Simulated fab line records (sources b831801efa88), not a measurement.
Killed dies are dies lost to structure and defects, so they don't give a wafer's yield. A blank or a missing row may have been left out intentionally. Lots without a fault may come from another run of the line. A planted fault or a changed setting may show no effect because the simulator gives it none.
fab line records | flow gf180mcu
record lots=12 wafers=36 lastDay=34
route steps=602 shown VT_IMPLANT@99 HV_LDD@213
lots that met no fault: taken from a fault-free run of the same line
startH: hours from the record's first day to the start of the lot's first wafer shown | waitH: how many hours have passed since the lot's step before this one | " repeats the value in the row above | L1.1+2: a row that stands for several wafers | - no value, or no start given | * or withheld: withheld | < > ~ a bound
route shown NAME@n: NAME is a module with steps in the file, n the number in the route of the first one | usual: mean/standard deviation taken from wafers without a fault | same: alike in all rows | chamber/n: place in a boat | sites: per-site readings | _std_site: their standard deviation | _edge_site: mean of outer sites minus mean of inner sites | radiusMm: for every site, how far away it sits from the centre of the wafer | mask NAME#n: copy n | behind: the most recent tool/chamber to have shaped the wafer | hold: why the lot went on hold/how many hours it stayed there/how the hold came to an end | device: whichever transistor did not switch (one of n, p or np) | end of line: the route-end tests of the same wafers | where a step has no rows: the recipe by itself | killed: the dies lost at the first sort to structure and to defects; this is not the yield of the wafer | map: dies across one wafer; x = killed, . = not, _ = none there
set.NAME: the setting that was run; set.NAME@STEP: the one run at that earlier step | model.NAME: the simulator's own value behind a step, which no gauge read
steps of the route over a sample of lots; a table a step, a row a wafer
services: from which hour (startH, from the record's first day; less than 0 if before it) a tool's chamber was out of use, for how many hours, and why
## steps
# step GF_VT_IMPLANT_STRIP_09
# recipe chemistry=O2/N2 powerW=1400 pressureMtorr=1500 platenTempC=250 o2FlowSccm=3000 n2FlowSccm=300 overashFraction=0.5
# usual drypumpMotorCurrentA=5.9/0.41 heaterPowerW=357/35 oesProductAu=0.715/0.0051 stripTimeToEndpointS=12.64/0.043
# columns lot.wafer tool chamber startH waitH drypumpMotorCurrentA heaterPowerW oesProductAu rfHoursCounterH stripTimeToEndpointS
L866.3 plasmaAsher-01 1 110.01 0.1 5.4 362 0.712 - 12.66
L866.4 " 0 " " 6.3 393 0.714 - 12.66
L866.6 " 1 " " 5.4 353 0.713 - 12.66
L867.4 plasmaAsher-04 1 117.98 0.1 6.4 333 0.719 - 12.66
L867.5 " 1 " " 6.4 338 0.714 - 12.64
L867.6 " 0 " " 6.0 300 0.713 - 12.61
L868.1 plasmaAsher-03 1 124.01 0.1 5.9 398 0.714 32 12.65
L868.2 " 0 " " 5.4 379 0.716 32 12.62
L868.4 " 0 " " 5.4 388 0.721 - 12.64
L869.3 plasmaAsher-04 1 130.69 0.1 6.4 341 0.709 - 12.61
L869.5 " 1 " " 6.4 339 0.716 - 12.58
L869.6 " 0 " " 6.1 298 0.717 - 12.63
L870.2 plasmaAsher-04 0 136.43 0.1 6.0 289 0.715 2 12.67
L870.4 " 0 " " 6.0 296 0.707 - 12.64
L870.5 " 0 " " 6.1 289 0.718 - 12.66
L871.1 plasmaAsher-03 0 141.36 0.1 5.4 373 0.712 34 12.62
L871.2 " 1 " " 5.9 392 0.707 34 12.65
L871.3 " 1 " " 5.9 394 0.723 - 12.64
L872.2 plasmaAsher-01 1 145.78 0.1 5.4 346 0.718 52 12.59
L872.3 " 1 " " 5.4 349 0.711 - 12.58
L872.4 " 0 " " 6.3 394 0.720 - 12.58
L876.1 plasmaAsher-04 0 174.31 0.1 6.1 294 0.726 6 12.61
L876.2 " 1 " " 6.4 347 0.716 6 12.61
L876.5 " 1 " " 6.5 336 0.713 - 12.63
L878.1 plasmaAsher-01 0 186.31 0.1 6.3 396 0.718 56 12.65
L878.3 " 1 " " 5.4 339 0.716 - 12.67
L878.6 " 0 " " 6.3 390 0.719 - 12.65
L882.1 plasmaAsher-01 0 209.34 0.1 6.2 396 0.713 59 12.66
L882.4 " 0 " " 6.3 380 0.710 - 12.62
L882.6 " 1 " " 5.4 348 0.708 - 12.63
L886.1 plasmaAsher-01 0 234.50 0.1 6.3 405 0.715 63 12.56
L886.2 " 1 " " 5.4 357 0.719 63 12.58
L886.5 " 0 " " 6.3 400 0.720 - 12.57
L889.2 plasmaAsher-04 1 256.13 0.1 6.4 345 0.714 16 12.58
L889.4 " 1 " " 6.4 331 0.713 - 12.58
L889.5 " 0 " " 6.1 287 0.722 - 12.57
# step GF_VT_IMPLANT_RTA_45
# recipe tempC=1050 timeS=30 ambient=N2
# usual lampPowerPct=35.6/0.39 wafer_temp_C_max=1054.3/0.8
# same timeS=30
# columns lot.wafer tool chamber startH waitH lampPowerPct wafer_temp_C_max
L866.3 rtpAnneal-02 0 155.62 0.0 36.0 1054.5
L866.4 " 0 " " 36.0 1054.1
L866.6 " 0 " " 36.0 1054.8
L867.4 rtpAnneal-02 0 164.39 0.1 36.0 1053.4
L867.5 " 0 " " 36.0 1054.4
L867.6 " 0 " " 36.0 1054.9
L868.1 rtpAnneal-02 0 171.36 0.0 36.0 1054.5
L868.2 " 0 " " 36.0 1053.7
L868.4 " 0 " " 36.0 1054.1
L869.3 rtpAnneal-01 0 179.97 0.0 35.2 1053.8
L869.5 " 0 " " 35.2 1054.9
L869.6 " 0 " " 35.2 1053.7
L870.2 rtpAnneal-01 0 184.09 0.0 35.3 1054.7
L870.4 " 0 " " 35.2 1053.7
L870.5 " 0 " " 35.2 1054.9
L871.1 rtpAnneal-01 0 190.32 0.0 35.2 1053.1
L871.2 " 0 " " 35.2 1052.6
L871.3 " 0 " " 35.2 1054.4
L872.2 rtpAnneal-02 0 194.73 0.0 36.0 1052.6
L872.3 " 0 " " 36.0 1053.3
L872.4 " 0 " " 35.9 1053.5
L876.1 rtpAnneal-01 0 226.51 0.0 35.2 1055.3
L876.2 " 0 " " 35.2 1054.9
L876.5 " 0 " " 35.2 1055.8
L878.1 rtpAnneal-02 0 239.52 0.0 36.0 1054.1
L878.3 " 0 " " 36.0 1053.6
L878.6 " 0 " " 36.0 1054.4
L882.1 rtpAnneal-01 0 264.84 0.0 35.2 1055.1
L882.4 " 0 " " 35.2 1054.0
L882.6 " 0 " " 35.2 1053.7
L886.1 rtpAnneal-01 0 293.52 0.0 35.2 1054.2
L886.2 " 0 " " 35.2 1055.5
L886.5 " 0 " " 35.2 1055.4
L889.2 rtpAnneal-01 0 316.95 0.0 35.1 1052.8
L889.4 " 0 " " 35.2 1054.6
L889.5 " 0 " " 35.2 1054.0
# step GF_HV_LDD_STRIP_37
# recipe chemistry=O2/N2 powerW=1400 pressureMtorr=1500 platenTempC=250 o2FlowSccm=3000 n2FlowSccm=300 overashFraction=0.5
# usual drypumpMotorCurrentA=6.1/0.33 heaterPowerW=344/25 oesProductAu=0.716/0.0042 stripTimeToEndpointS=12.63/0.039
# columns lot.wafer tool chamber startH waitH drypumpMotorCurrentA heaterPowerW oesProductAu rfHoursCounterH stripTimeToEndpointS
L866.3 plasmaAsher-02 0 251.48 0.1 6.4 326 0.713 - 12.66
L866.4 " 1 " " 6.2 334 0.721 - 12.61
L866.6 " 0 " " 6.3 327 0.715 - 12.62
L867.4 plasmaAsher-02 1 263.98 0.1 6.2 326 0.710 - 12.63
L867.5 " 0 " " 6.3 332 0.715 - 12.63
L867.6 " 1 " " 6.2 336 0.715 - 12.64
L868.1 plasmaAsher-02 0 269.28 0.1 6.3 340 0.715 63 12.69
L868.2 " 1 " " 6.3 335 0.713 63 12.71
L868.4 " 1 " " 6.3 335 0.714 - 12.69
L869.3 plasmaAsher-04 0 279.93 0.1 6.0 308 0.722 - 12.65
L869.5 " 1 " " 6.4 332 0.717 - 12.63
L869.6 " 0 " " 6.1 300 0.718 - 12.67
L870.2 plasmaAsher-04 0 285.48 0.1 6.0 294 0.710 20 12.70
L870.4 " 0 " " 6.0 291 0.710 - 12.70
L870.5 " 0 " " 6.1 294 0.712 - 12.74
L871.1 plasmaAsher-01 1 297.20 0.1 5.4 342 0.722 71 12.60
L871.2 " 0 " " 6.2 395 0.710 71 12.60
L871.3 " 0 " " 6.3 374 0.716 - 12.64
L872.2 plasmaAsher-04 0 300.15 0.1 6.1 297 0.712 21 12.63
L872.3 " 1 " " 6.4 345 0.721 - 12.64
L872.4 " 0 " " 6.0 295 0.717 - 12.65
L876.1 plasmaAsher-02 1 332.55 0.1 6.2 336 0.705 70 12.58
L876.2 " 0 " " 6.3 337 0.722 70 12.63
L876.5 " 1 " " 6.2 336 0.719 - 12.60
L878.1 plasmaAsher-01 0 351.88 0.1 6.2 392 0.718 77 12.62
L878.3 " 1 " " 5.4 349 0.714 - 12.63
L878.6 " 0 " " 6.3 386 0.717 - 12.63
L882.1 plasmaAsher-01 0 378.65 0.1 6.3 391 0.716 80 12.67
L882.4 " 1 " " 5.4 344 0.710 - 12.64
L882.6 " 0 " " 6.3 394 0.721 - 12.70
L886.1 plasmaAsher-04 1 411.88 0.1 6.4 347 0.716 31 12.63
L886.2 " 0 " " 6.1 297 0.712 31 12.64
L886.5 " 0 " " 6.1 296 0.716 - 12.62
L889.2 plasmaAsher-02 0 437.69 0.1 6.3 339 0.716 82 12.63
L889.4 " 1 " " 6.2 340 0.712 - 12.65
L889.5 " 0 " " 6.3 336 0.709 - 12.59
# step GF_HV_LDD_COAT_41
# recipe resist=NOVOLAK spinRpm=3000 resistThkNm=1000
# usual dispensePressureKPa=52/5 spinSpeedRpm=3000.2/2.2
# columns lot.wafer tool chamber startH waitH dispensePressureKPa spinSpeedRpm
L866.3 lithoTrack-04 0 260.64 0.1 59 3003.2
L866.4 " 0 " " 59 2999.0
L866.6 " 0 " " 59 3003.0
L867.4 lithoTrack-04 0 273.57 0.1 59 2999.9
L867.5 " 0 " " 59 2998.7
L867.6 " 0 " " 59 2999.2
L868.1 lithoTrack-01 0 279.14 0.1 47 3001.8
L868.2 " 0 " " 47 3002.7
L868.4 " 0 " " 47 3003.4
L869.3 lithoTrack-04 0 290.24 0.1 59 3000.3
L869.5 " 0 " " 59 3000.2
L869.6 " 0 " " 59 2995.9
L870.2 lithoTrack-02 0 295.70 0.1 50 3001.3
L870.4 " 0 " " 50 2997.5
L870.5 " 0 " " 50 2999.9
L871.1 lithoTrack-01 0 307.09 0.1 47 2997.3
L871.2 " 0 " " 47 3000.4
L871.3 " 0 " " 47 3003.2
L872.2 lithoTrack-04 0 310.12 0.1 59 2996.5
L872.3 " 0 " " 59 2996.2
L872.4 " 0 " " 59 2995.8
L876.1 lithoTrack-04 0 342.84 0.1 59 2876.7
L876.2 " 0 " " 59 2875.0
L876.5 " 0 " " 59 2875.7
L878.1 lithoTrack-04 0 361.29 0.1 59 2871.8
L878.3 " 0 " " 59 2870.9
L878.6 " 0 " " 59 2870.0
L882.1 lithoTrack-02 0 390.17 0.1 50 3001.5
L882.4 " 0 " " 50 3002.2
L882.6 " 0 " " 50 3000.1
L886.1 lithoTrack-02 0 424.47 0.1 50 2996.7
L886.2 " 0 " " 50 3003.5
L886.5 " 0 " " 50 2999.1
L889.2 lithoTrack-01 0 449.36 0.1 47 3003.6
L889.4 " 0 " " 47 2999.4
L889.5 " 0 " " 47 3003.2
# step GF_HV_LDD_STRIP_49
# recipe chemistry=O2/N2 powerW=1400 pressureMtorr=1500 platenTempC=250 o2FlowSccm=3000 n2FlowSccm=300 overashFraction=0.5
# usual drypumpMotorCurrentA=6.1/0.34 heaterPowerW=339/24 oesProductAu=0.716/0.0045 stripTimeToEndpointS=12.63/0.039
# columns lot.wafer tool chamber startH waitH drypumpMotorCurrentA heaterPowerW oesProductAu rfHoursCounterH stripTimeToEndpointS
L866.3 plasmaAsher-04 0 270.83 0.1 6.1 295 0.716 - 12.65
L866.4 " 1 " " 6.5 337 0.720 - 12.64
L866.6 " 1 " " 6.4 329 0.715 - 12.65
L867.4 plasmaAsher-01 1 283.86 0.1 5.4 346 0.724 - 12.68
L867.5 " 0 " " 6.3 395 0.715 - 12.67
L867.6 " 1 " " 5.4 343 0.718 - 12.67
L868.1 plasmaAsher-01 1 290.18 0.1 5.4 351 0.717 70 12.70
L868.2 " 0 " " 6.3 384 0.709 70 12.66
L868.4 " 1 " " 5.4 356 0.721 - 12.68
L869.3 plasmaAsher-02 1 300.32 0.1 6.2 335 0.715 - 12.71
L869.5 " 0 " " 6.3 324 0.717 - 12.70
L869.6 " 1 " " 6.2 332 0.718 - 12.67
L870.2 plasmaAsher-04 1 306.85 0.1 6.4 336 0.724 22 12.56
L870.4 " 0 " " 6.0 298 0.715 - 12.57
L870.5 " 1 " " 6.4 333 0.712 - 12.61
L871.1 plasmaAsher-02 1 317.94 0.1 6.2 329 0.714 68 12.60
L871.2 " 0 " " 6.3 330 0.721 68 12.61
L871.3 " 1 " " 6.2 340 0.715 - 12.62
L872.2 plasmaAsher-02 0 321.29 0.1 6.3 334 0.710 69 12.67
L872.3 " 1 " " 6.2 337 0.715 - 12.67
L872.4 " 0 " " 6.3 327 0.722 - 12.66
L876.1 plasmaAsher-02 1 353.69 0.1 6.2 329 0.727 73 12.82
L876.2 " 0 " " 6.3 335 0.715 73 12.81
L876.5 " 0 " " 6.3 340 0.713 - 12.83
L878.1 plasmaAsher-02 0 373.20 0.1 6.4 337 0.721 75 12.78
L878.3 " 1 " " 6.2 335 0.714 - 12.82
L878.6 " 1 " " 6.2 329 0.714 - 12.76
L882.1 plasmaAsher-01 1 401.78 0.1 5.4 346 0.716 83 12.63
L882.4 " 0 " " 6.3 387 0.723 - 12.66
L882.6 " 1 " " 5.4 342 0.721 - 12.64
L886.1 plasmaAsher-01 0 436.55 0.1 6.3 371 0.713 1 12.67
L886.2 " 1 " " 5.4 328 0.725 1 12.62
L886.5 " 1 " " 5.4 317 0.721 - 12.60
L889.2 plasmaAsher-01 0 462.05 0.1 6.3 366 0.716 4 12.57
L889.4 " 1 " " 5.4 325 0.712 - 12.61
L889.5 " 1 " " 5.4 327 0.712 - 12.63
## services
# columns tool chamber startH hours kind
plasmaAsher-01 - 87.61 6.5 repair
plasmaAsher-03 - 104.48 1.6 repair
plasmaAsher-04 - 108.75 9.0 pm
plasmaAsher-04 0 108.75 9.0 ventCycle
plasmaAsher-04 1 108.75 9.0 ventCycle
plasmaAsher-03 - 114.03 2.8 pm
plasmaAsher-04 0 117.75 - clean
plasmaAsher-04 1 117.75 - clean
lithoTrack-02 - 167.60 - consumableReplace:filter
plasmaAsher-03 - 183.92 16.4 repair
plasmaAsher-03 - 198.17 74.0 repair
plasmaAsher-04 - 211.79 2.3 repair
rtpAnneal-02 - 329.40 3.4 pm
plasmaAsher-03 - 342.60 3.9 repair
plasmaAsher-04 - 348.01 2.8 repair
plasmaAsher-04 - 350.83 15.6 pm
plasmaAsher-01 - 409.91 11.0 repair
plasmaAsher-01 - 421.25 9.0 pm
plasmaAsher-01 0 421.25 9.0 ventCycle
plasmaAsher-01 1 421.25 9.0 ventCycle
plasmaAsher-01 0 430.25 - clean
plasmaAsher-01 1 430.25 - clean
plasmaAsher-04 - 434.94 2.1 repair
plasmaAsher-02 - 456.12 2.5 repair
## key
firstSign step=GF_HV_LDD_COAT_41 reading=spinSpeedRpm direction=down sigmas=57 usual=* struck=*
effect step=GF_HV_LDD_STRIP_49 reading=stripTimeToEndpointS direction=up sigmas=4.6 usual=* struck=*
metAt GF_HV_LDD_COAT_41
struckLots L876,L878
testerLeftOut L876,L878
notActingAt GF_VT_IMPLANT_STRIP_09,GF_VT_IMPLANT_RTA_45,GF_HV_LDD_STRIP_37
onsetBetween 310.12 342.84
fault kind=processParameterDrift tool=lithoTrack-04 chamber=- onsetH=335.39 steps=GF_HV_LDD_COAT_41 channel=spinRpm offset=* shape=step endH=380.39 actsIn=* stated=*
# testerLeftOut: of these lots the tester's yield and bins aren't shown, on N5 and GAA mostly nor the transistor test; their killed dies are dies lost to structure and defects alone, not to doping, threshold or leakage, so they don't give the yield
